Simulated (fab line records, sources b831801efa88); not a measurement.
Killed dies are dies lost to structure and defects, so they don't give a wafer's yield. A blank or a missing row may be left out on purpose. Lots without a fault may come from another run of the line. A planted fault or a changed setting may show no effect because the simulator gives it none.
One fault seen from 2 desks | flow gf180mcu | each desk has only its own numbers; what lay behind them comes last

THE METROLOGY DESK
What the gauges read, lot by lot, whatever tool the lot ran on: means of the sampled wafers that have a number. A lot is out of limits, marked OUT, if its mean lies more than 4 standard deviations from the usual mean; the brackets give that distance.
Columns: A = cd_nm at GF_V2_CD_MEAS_14, usual 259.7 nm; B = V2_OVL at GF_V2_OVL_MEAS_15, usual -2 nm
lot  | first seen here | A     | B
L577 | day 20 18:59    | 259.5 | -4
L585 | day 23 18:43    | 258.5 | 0
L587 | day 24 15:14    | 259.5 | -4
L588 | day 24 17:06    | 259.8 | 1
L596 | day 27 04:55    | 260.9 | 5
L599 | day 28 01:08    | 260.1 | -3
This desk's finding: nothing out of limits on any of the 6 lots.

THE TOOL OWNER'S DESK: pvd_sputter-01
The tool's own readings at GF_V2_SPUTTER_22 (material TiN, target thk 10 nm, time 40 s): means of the sampled wafers that have a number, for each lot that ran on this tool. A lot is out of limits, marked OUT, if its mean lies more than 4 standard deviations from the usual mean; the brackets give that distance.
Columns: A = chamber_pressure_pa at GF_V2_SPUTTER_22, usual 4.998 Pa; B = throttle_valve_pct at GF_V2_SPUTTER_22, usual 30.5 %
lot  | first seen here | A               | B
L577 | day 20 19:52    | 4.999           | 30.9
L587 | day 24 16:04    | 5.233 (+21) OUT | 30.2
L588 | day 24 17:59    | 5.235 (+22) OUT | 29.7
L599 | day 28 02:22    | 5.006           | 30.0
This desk's finding: out of limits on L587, L588; first on L587, day 24 16:04 (chamber_pressure_pa at GF_V2_SPUTTER_22). In limits: L577, L599.

PUT TOGETHER
The tool owner's desk could have raised an alarm at day 24 16:04, on L587, L588.
The metrology desk saw nothing out of limits.
The metrology desk has L587, L588 on record, within its limits.
Of the lots named, all ran GF_V2_SPUTTER_22 on pvd_sputter-01.

WHAT THE SIMULATOR HAD PUT IN
Process parameter drift: pvd_sputter-01, from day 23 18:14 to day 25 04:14, at GF_V2_SPUTTER_22. Setting chamber_pressure_pa, moved by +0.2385, from 5. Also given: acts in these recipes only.
Lots struck among those shown: L587, L588.
Hours from the fault's start to each desk's first reading out of limits: the tool owner's desk, 22.
